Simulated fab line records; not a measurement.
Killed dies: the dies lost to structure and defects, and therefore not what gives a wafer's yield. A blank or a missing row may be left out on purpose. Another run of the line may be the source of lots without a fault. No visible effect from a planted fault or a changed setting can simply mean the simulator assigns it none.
Comparing a struck lot with a sound one :: flow sky130 :: 17 out of 708 route steps
Sound: the wafers L404.2, L404.4, L404.6. Struck: wafer L417.4. (L417.2, L417.3 of the same lot were not struck and are left out.) The cause comes at the end.
Per side, at each step with rows, come the tool, then ch with its chambers, and then its first start. Under that, the readings that differ: sound wafers :: struck wafers :: difference of the means :: sigmas: that difference in standard deviations of wafers without a fault.
alike: readings with means less than 2 such deviations apart, plus words and numbers identical on both sides. not compared: withheld readings, readings lacking a value on some wafer, bounds such as >300 that could conceal the same value, and numbers that have no deviation in the record and whose values overlap.
A row with sigmas, a row that says differs or no value, or rows on one side alone: a step with any of these is where the two part. When numbers do not overlap yet have no deviation, they are printed without sigmas and do not part them. A reading that every wafer of one side lacks parts them only if that side has two wafers or more.

first, 3 steps without rows for these wafers: SKY_LI_CONTACT_EXPOSE_09 (exposes mask LICM1, target cd 170 nm); SKY_LI_CONTACT_PEB_10; SKY_LI_CONTACT_DEVELOP_11 (develop time 60 s).
SKY_LI_CONTACT_CD_MEAS_12: the cd target is 170 nm.
  sound: cd sem-01 at day 29 04:14; struck: cd sem-02 at day 33 12:23
  alike: cd nm
SKY_LI_CONTACT_OVL_MEAS_13:
  sound: overlay-01 at day 29 04:20; struck: overlay-02 at day 33 12:29
  alike: LI_CONTACT_OVL
SKY_LI_CONTACT_ETCH_14: etches BARC in N2/H2, stops on SiO2, time 45.9 s, target depth 60 nm.
  sound on rie diel-03 ch 0,1,3, day 29 04:22; struck on rie diel-02 ch 2, day 33 12:31
  alike: drypump motor current A, oes product au, throttle valve pct
  not compared: rf hours counter h
SKY_LI_CONTACT_ETCH_15: etches PSG in C4F8/O2/Ar, stops on Si, target depth 600 nm.
  sound on rie diel-03 ch 0,1,3, day 29 04:25; struck on rie diel-02 ch 2, day 33 12:34
  alike: oes product au
SKY_LI_CONTACT_STRIP_16: strips in O2/N2.
  sound on plasma asher-03 ch 1, day 29 04:29; struck on plasma asher-02 ch 1, day 33 12:39
  alike: drypump motor current A, o2 flow sccm, oes product au, strip time to endpoint s
  not compared: rf hours counter h
then, 2 steps without rows for these wafers: SKY_LI_CONTACT_CLEAN_17 (cleans in NMP, time 600 s); SKY_LI_CONTACT_PRE_CLEAN_18 (time 5.6 s).
SKY_LI_CONTACT_SPUTTER_19: material Ti, target thk 20 nm, time 106.37 s.
  sound: pvd sputter-01 at day 29 04:47; struck: pvd sputter-01 at day 33 12:56
  alike: throttle valve pct
SKY_LI_CONTACT_SPUTTER_20: material TiN, target thk 20 nm, time 80 s.
  sound: pvd sputter-01 at day 29 04:52; struck: pvd sputter-01 at day 33 13:01
  alike: throttle valve pct
SKY_LI_CONTACT_CVD_21: deposits W, target thk 400 nm, time 120.56 s.
  sound on cvd w-01 ch 0,1, day 29 04:56; struck on cvd w-01 ch 1, day 33 13:05
reading: model.W_of_LI_CONTACT_CVD_21.thk nm (nm)
sound: 399.3 402.9 404.6
struck: 418.6
difference: +16.3
sigmas: 
  alike: heater power w
SKY_LI_CONTACT_RS_MEAS_22: a four-point-probe measurement.
  sound: film metro-04 at day 29 05:04; struck: film metro-02 at day 33 13:13
reading: LI_CONTACT_W_RS (ohm/sq)
sound: 0.286 0.283 0.282
struck: 0.273
difference: -0.011
sigmas: -2
SKY_LI_CONTACT_THK_MEAS_23: measures by xrf.
  sound: film metro-04 at day 29 05:11; struck: film metro-02 at day 33 13:20
reading: LI_CONTACT_W_THK (nm)
sound: 400 405 406
struck: 432
difference: +28
sigmas: +4
then, 2 steps without rows for these wafers: SKY_LI_CONTACT_CMP_24 (polishes, stops on PSG, t overpolish 20 s, target thk 0 nm); SKY_PAD_OPEN_PROBE_99.

== WHERE THEY PART ==
First at SKY_LI_CONTACT_RS_MEAS_22; last, within this record, at SKY_LI_CONTACT_THK_MEAS_23.

WHY: what had been put in by the simulator
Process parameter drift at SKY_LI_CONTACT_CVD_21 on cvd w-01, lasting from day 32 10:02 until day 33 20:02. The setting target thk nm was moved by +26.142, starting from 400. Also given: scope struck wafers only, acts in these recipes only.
